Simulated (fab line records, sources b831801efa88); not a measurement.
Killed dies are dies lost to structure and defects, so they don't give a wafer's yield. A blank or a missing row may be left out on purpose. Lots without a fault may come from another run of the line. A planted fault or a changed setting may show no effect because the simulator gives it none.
Which tool did it? | flow sky130 | 12 lots, 36 wafers sampled, at 2 steps of a route of 708

WHAT THE GAUGES READ, wafer by wafer
SKY_VIA2_THK_MEAS_23: measures by xrf.
lot  | measured     | on            | VIA2_W_THK (nm)
L075 | day 36 07:43 | film_metro-02 | 434 437 433
L077 | day 36 21:55 | film_metro-01 | 439 442 444
L079 | day 37 15:48 | film_metro-01 | 428 426 425
L081 | day 38 09:00 | film_metro-03 | 431 429 434
L083 | day 39 16:34 | film_metro-02 | 435 435 434
L085 | day 39 20:13 | film_metro-01 | 427 419 422
L087 | day 41 02:56 | film_metro-01 | 430 431 428
L089 | day 41 17:25 | film_metro-02 | 432 435 436
L091 | day 41 21:24 | film_metro-03 | 432 433 432
L093 | day 42 02:26 | film_metro-03 | 432 427 425
L095 | day 43 04:31 | film_metro-01 | 429 435 437
L097 | day 43 17:03 | film_metro-03 | 436 425 431

WHICH TOOL RAN EACH LOT (tool, then ch and the chambers of the sampled wafers, then the start)
lot  | SKY_VIA2_STRIP_16
L075 | plasma_asher-02 ch 0,1, day 36 06:46
L077 | plasma_asher-04 ch 0,1, day 36 20:59
L079 | plasma_asher-04 ch 0,1, day 37 14:50
L081 | plasma_asher-02 ch 0,1, day 38 08:04
L083 | plasma_asher-04 ch 0,1, day 39 15:38
L085 | plasma_asher-02 ch 0,1, day 39 19:19
L087 | plasma_asher-02 ch 0,1, day 41 02:02
L089 | plasma_asher-03 ch 0,1, day 41 16:32
L091 | plasma_asher-02 ch 0,1, day 41 20:27
L093 | plasma_asher-03 ch 0,1, day 42 01:32
L095 | plasma_asher-03 ch 0,1, day 43 03:35
L097 | plasma_asher-04 ch 0,1, day 43 16:05
- SKY_VIA2_STRIP_16: strips in O2/N2.

THE ANSWER, worked out from the rows above alone
Rule: what is usual is taken from the lots themselves. Put in order of their means at a reading, lots are off if they are a third of the lots or fewer, leave a main group of 4 or more, and stand apart from it by a gap of 3 or more times the standard deviation of the main group's means; of several such gaps the widest counts. A main group whose means are all the same, to the digits that the tables above print for the reading, isn't used. A lot without any number at a reading at which 4 lots or more have one is off too. The other lots that the step has rows for count as sound.
No lot is off at any reading shown: from this, nothing can be told.

WHAT THE SIMULATOR HAD PUT IN
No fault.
